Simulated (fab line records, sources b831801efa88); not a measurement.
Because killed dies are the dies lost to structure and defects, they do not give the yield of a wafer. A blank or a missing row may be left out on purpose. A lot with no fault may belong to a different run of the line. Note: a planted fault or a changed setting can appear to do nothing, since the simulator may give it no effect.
Which tool was responsible? ; flow gf180mcu ; 13 lots, 39 wafers sampled, at 5 steps of a route of 602

## WHAT EACH GAUGE READ, for each wafer
GF_MVPSD_OVL_MEAS_07.
lot;measured;on;MVPSD_OVL (nm)
L706;day 5 00:34;overlay-02;-2.9 -2.1 -0.2
L707;day 5 06:04;overlay-02;-1.2 -0.4 -1.3
L708;day 5 12:22;overlay-02;-1.0 -1.3 -3.1
L709;day 5 17:48;overlay-02;-1.8 -1.9 -5.0
L710;day 5 23:22;overlay-02;-2.6 -0.9 -3.0
L715;day 7 06:54;overlay-01;-0.5 0.5 -1.6
L718;day 8 00:48;overlay-01;-3.5 -2.3 -1.0
L720;day 8 11:07;overlay-01;-0.6 -1.0 0.1
L721;day 8 20:20;overlay-01;-0.3 -1.7 -2.4
L722;day 9 03:37;overlay-02;-1.5 -0.8 -2.4
L723;day 9 06:39;overlay-02;-0.7 -2.3 -0.2
L728;day 10 11:12;overlay-02;-1.3 0.2 -1.2
L729;day 10 17:35;overlay-02;-2.6 -4.0 -1.3

GF_VT_IMPLANT_TW_MEAS_21.
lot;measured;on;VT_IMPLANT_2_TW
L706;day 6 05:55;film_metro-02;1206 1207 1213
L707;day 6 13:04;film_metro-01;1205 1212 1211
L708;day 6 18:06;film_metro-02;1207 1210 1215
L709;day 7 00:38;film_metro-01;1201 1213 1207
L710;day 7 07:10;film_metro-01;1203 1212 1202
L715;day 8 15:36;film_metro-01;1213 1210 1205
L718;day 9 10:19;film_metro-02;1159 1162 1167 1164 1168 1168
L720;day 9 21:22;film_metro-01;1167 1167 1165 1172 1166 1172
L721;day 10 07:36;film_metro-04;1216 1210 1215
L722;day 10 14:46;film_metro-04;1204 1206 1218
L723;day 10 18:11;film_metro-02;1211 1210 1206
L728;day 12 01:18;film_metro-04;1217 1208 1210
L729;day 12 07:03;film_metro-01;1197 1211 1204

GF_VT_IMPLANT_TW_MEAS_43.
lot;measured;on;VT_IMPLANT_4_TW
L706;day 7 12:16;film_metro-01;683 686 683
L707;day 7 19:13;film_metro-04;685 686 686
L708;day 8 01:36;film_metro-04;686 684 688
L709;day 8 08:14;film_metro-01;688 686 686
L710;day 8 15:18;film_metro-04;687 688 680
L715;day 10 01:30;film_metro-02;685 686 684
L718;day 10 22:30;film_metro-01;679 683 681
L720;day 11 09:37;film_metro-04;685 684 683
L721;day 11 20:26;film_metro-02;684 681 682
L722;day 12 04:24;film_metro-02;684 684 682
L723;day 12 07:21;film_metro-01;683 683 684
L728;day 13 16:58;film_metro-04;686 687 688
L729;day 14 00:14;film_metro-04;693 690 695

GF_HV_LDD_CD_MEAS_19: the cd target is 400 nm.
lot;measured;on;cd_nm (nm)
L706;day 10 14:56;cd_sem-02;401.9 398.6 399.7
L707;day 11 01:02;cd_sem-01;402.5 401.8 401.3
L708;day 11 10:55;cd_sem-02;401.2 401.0 403.6
L709;day 11 13:54;cd_sem-01;393.4 395.6 397.6
L710;day 12 00:43;cd_sem-01;399.6 398.5 399.1
L715;day 13 14:37;cd_sem-02;398.7 400.2 396.8
L718;day 14 15:37;cd_sem-01;402.3 399.7 400.1
L720;day 15 02:44;cd_sem-01;397.7 399.8 397.0
L721;day 15 16:33;cd_sem-02;399.0 397.7 398.6
L722;day 15 23:55;cd_sem-02;398.1 398.6 400.3
L723;day 16 05:26;cd_sem-01;400.6 399.9 399.8
L728;day 17 16:49;cd_sem-01;400.4 400.0 401.3
L729;day 18 02:17;cd_sem-01;399.4 399.2 396.6

## WHAT TOOL EACH LOT RAN ON (gives the tool, then ch and the chambers of the sampled wafers, and finally the start)
lot;GF_VT_IMPLANT_IMPLANT_19
L706;implanter-02 ch 0, day 6 05:42
L707;implanter-03 ch 0, day 6 12:50
L708;implanter-03 ch 0, day 6 17:52
L709;implanter-03 ch 0, day 7 00:23
L710;implanter-01 ch 0, day 7 06:55
L715;implanter-03 ch 0, day 8 15:22
L718;implanter-02 ch 0, day 9 10:04
L720;implanter-02 ch 0, day 9 21:09
L721;implanter-01 ch 0, day 10 07:21
L722;implanter-01 ch 0, day 10 14:31
L723;implanter-03 ch 0, day 10 17:56
L728;implanter-01 ch 0, day 12 01:04
L729;implanter-03 ch 0, day 12 06:48
- GF_VT_IMPLANT_IMPLANT_19

## AS READ BY THE TOOLS THEMSELVES (means over the sampled wafers that have a number; for cases with no such wafer, the mark the record gives instead)
GF_VT_IMPLANT_IMPLANT_19.
lot;tool;dose_ions_cm2;end_station_pressure_torr (Torr);faraday_current_uA
L706;implanter-02;4.35e+12;5.09e-06;24.9
L707;implanter-03;4.35e+12;5.14e-06;24.7
L708;implanter-03;4.35e+12;4.95e-06;25.2
L709;implanter-03;4.35e+12;4.92e-06;24.3
L710;implanter-01;4.35e+12;4.95e-06;24.7
L715;implanter-03;4.35e+12;5.09e-06;24.5
L718;implanter-02;3.93e+12;5.22e-06;22.4
L720;implanter-02;3.93e+12;4.85e-06;22.1
L721;implanter-01;4.35e+12;4.95e-06;24.5
L722;implanter-01;4.35e+12;4.85e-06;25.0
L723;implanter-03;4.35e+12;5.24e-06;24.5
L728;implanter-01;4.35e+12;5.09e-06;24.4
L729;implanter-03;4.35e+12;5.00e-06;24.5

## THE ANSWER, worked out from the rows above alone
Rule: the usual values come from the lots themselves. The widest of any qualifying gaps counts: lots, ordered by their means at a reading, are off when they make up no more than a third of the lots, leave a main group of 4 or more, and stand apart from it by 3 or more times the standard deviation of that group's means. Not used: any main group whose means are identical at the precision the tables above print for the reading. Also off: a lot with no number at a reading for which 4 or more lots have one. The other lots that the step has rows for count as sound. The gauges are gone through in route order, then the tools' own readings, and for those a lot's mean is taken as printed above. The first step at which some lot is off is used, and at that step the reading that is off furthest; a lot without a number counts as furthest.
Off: L718, L720, at GF_VT_IMPLANT_TW_MEAS_21 (VT_IMPLANT_2_TW). The main group has a mean of 1209 with a standard deviation of 2.6.
A tool fits if, at a process step before that reading, it ran every lot that is off, and no sound lot after the first of them. Not tried: the gauges at GF_VT_IMPLANT_TW_MEAS_21; whatever is off there is also off at GF_VT_IMPLANT_IMPLANT_19, on other tools, and gauge error can't account for it. One candidate fits, namely implanter-02 at GF_VT_IMPLANT_IMPLANT_19. Its last sound lot is L706 (day 6 05:42), its first lot that is off L718 (day 9 10:04): a fault that began between those two fits.
The tool's own readings at GF_VT_IMPLANT_IMPLANT_19 bear it out: on the lots that are off they differ by more than 5 times the standard deviation of the sound lots' means. dose_ions_cm2 reads 3.93e+12 there against 4.35e+12 on the sound lots; faraday_current_uA reads 22.2 there against 24.7 on the sound lots.

## WHAT WAS PUT IN BY THE SIMULATOR
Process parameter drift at GF_VT_IMPLANT_IMPLANT_19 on implanter-02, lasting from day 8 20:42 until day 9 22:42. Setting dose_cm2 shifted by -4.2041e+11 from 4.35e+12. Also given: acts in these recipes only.
Struck lots among those shown: L718, L720. The rule given above showed the same thing.
